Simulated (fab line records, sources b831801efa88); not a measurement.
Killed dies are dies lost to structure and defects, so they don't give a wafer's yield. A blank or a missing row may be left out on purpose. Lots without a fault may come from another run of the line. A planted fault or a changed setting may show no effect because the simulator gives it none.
Which tool did it? | flow gf180mcu | 13 lots, 37 wafers sampled, at 3 steps of a route of 602

WHAT THE GAUGES READ, wafer by wafer
GF_V3_THK_MEAS_03.
lot  | measured     | on            | V3_CVD_02_THK (nm)
L681 | day 21 10:13 | film_metro-02 | 828 860 850
L682 | day 21 20:00 | film_metro-01 | 843 851 858
L686 | day 23 08:31 | film_metro-04 | 856 852
L691 | day 25 01:37 | film_metro-02 | 836 855
L693 | day 25 13:59 | film_metro-04 | 860 856 870
L696 | day 26 21:49 | film_metro-01 | 850 842 842
L698 | day 27 11:16 | film_metro-01 | 835 853 848
L699 | day 27 13:16 | film_metro-04 | 864 842 855
L700 | day 27 17:43 | film_metro-04 | 853 844 866
L701 | day 28 00:36 | film_metro-02 | 834 850 853
L702 | day 28 07:47 | film_metro-01 | 835 847 849
L703 | day 28 17:07 | film_metro-04 | 861 859 863
L704 | day 28 21:02 | film_metro-01 | 818 843 840

WHICH TOOL RAN EACH LOT (tool, then ch and the chambers of the sampled wafers, then the start)
lot  | GF_M3_SPUTTER_02             | GF_M3_SPUTTER_04
L681 | pvd_sputter-03, day 20 08:24 | pvd_sputter-03, day 20 08:27
L682 | pvd_sputter-03, day 20 19:02 | pvd_sputter-03, day 20 19:05
L686 | pvd_sputter-03, day 22 08:25 | pvd_sputter-03, day 22 08:28
L691 | pvd_sputter-04, day 24 02:24 | pvd_sputter-04, day 24 02:27
L693 | pvd_sputter-03, day 24 15:21 | pvd_sputter-03, day 24 15:24
L696 | pvd_sputter-02, day 26 00:14 | pvd_sputter-02, day 26 00:17
L698 | pvd_sputter-04, day 26 13:18 | pvd_sputter-04, day 26 13:21
L699 | pvd_sputter-02, day 26 15:52 | pvd_sputter-02, day 26 15:55
L700 | pvd_sputter-03, day 26 20:17 | pvd_sputter-03, day 26 20:20
L701 | pvd_sputter-02, day 27 03:24 | pvd_sputter-02, day 27 03:27
L702 | pvd_sputter-03, day 27 10:33 | pvd_sputter-03, day 27 10:36
L703 | pvd_sputter-03, day 27 20:42 | pvd_sputter-03, day 27 20:45
L704 | pvd_sputter-02, day 28 00:45 | pvd_sputter-02, day 28 00:48
- GF_M3_SPUTTER_02: material AlCu, target thk 450 nm, time 23.9 s.
- GF_M3_SPUTTER_04: material TiN, target thk 50 nm, time 41.7 s.

WHAT THE TOOLS THEMSELVES READ (means of the sampled wafers that have a number; where no wafer has one, the mark that the record gives instead)
GF_M3_SPUTTER_02.
lot  | tool           | throttle_valve_pct (%)
L681 | pvd_sputter-03 | 30.1
L682 | pvd_sputter-03 | 29.9
L686 | pvd_sputter-03 | 30.4
L691 | pvd_sputter-04 | 29.8
L693 | pvd_sputter-03 | 30.2
L696 | pvd_sputter-02 | 30.5
L698 | pvd_sputter-04 | 29.9
L699 | pvd_sputter-02 | 29.8
L700 | pvd_sputter-03 | 29.8
L701 | pvd_sputter-02 | 29.7
L702 | pvd_sputter-03 | 30.5
L703 | pvd_sputter-03 | 29.6
L704 | pvd_sputter-02 | 30.8

GF_M3_SPUTTER_04.
lot  | tool           | throttle_valve_pct (%)
L681 | pvd_sputter-03 | 30.0
L682 | pvd_sputter-03 | 29.8
L686 | pvd_sputter-03 | 30.4
L691 | pvd_sputter-04 | 29.8
L693 | pvd_sputter-03 | 30.3
L696 | pvd_sputter-02 | 30.2
L698 | pvd_sputter-04 | 29.9
L699 | pvd_sputter-02 | 29.8
L700 | pvd_sputter-03 | 29.7
L701 | pvd_sputter-02 | 29.8
L702 | pvd_sputter-03 | 30.5
L703 | pvd_sputter-03 | 29.6
L704 | pvd_sputter-02 | 30.9

THE ANSWER, worked out from the rows above alone
Rule: what is usual is taken from the lots themselves. Put in order of their means at a reading, lots are off if they are a third of the lots or fewer, leave a main group of 4 or more, and stand apart from it by a gap of 3 or more times the standard deviation of the main group's means; of several such gaps the widest counts. A main group whose means are all the same, to the digits that the tables above print for the reading, isn't used. A lot without any number at a reading at which 4 lots or more have one is off too. The other lots that the step has rows for count as sound. The gauges are gone through in route order, then the tools' own readings, and for those a lot's mean is taken as printed above. The first step at which some lot is off is used, and at that step the reading that is off furthest; a lot without a number counts as furthest.
No lot is off at any reading shown: from this, nothing can be told.

WHAT THE SIMULATOR HAD PUT IN
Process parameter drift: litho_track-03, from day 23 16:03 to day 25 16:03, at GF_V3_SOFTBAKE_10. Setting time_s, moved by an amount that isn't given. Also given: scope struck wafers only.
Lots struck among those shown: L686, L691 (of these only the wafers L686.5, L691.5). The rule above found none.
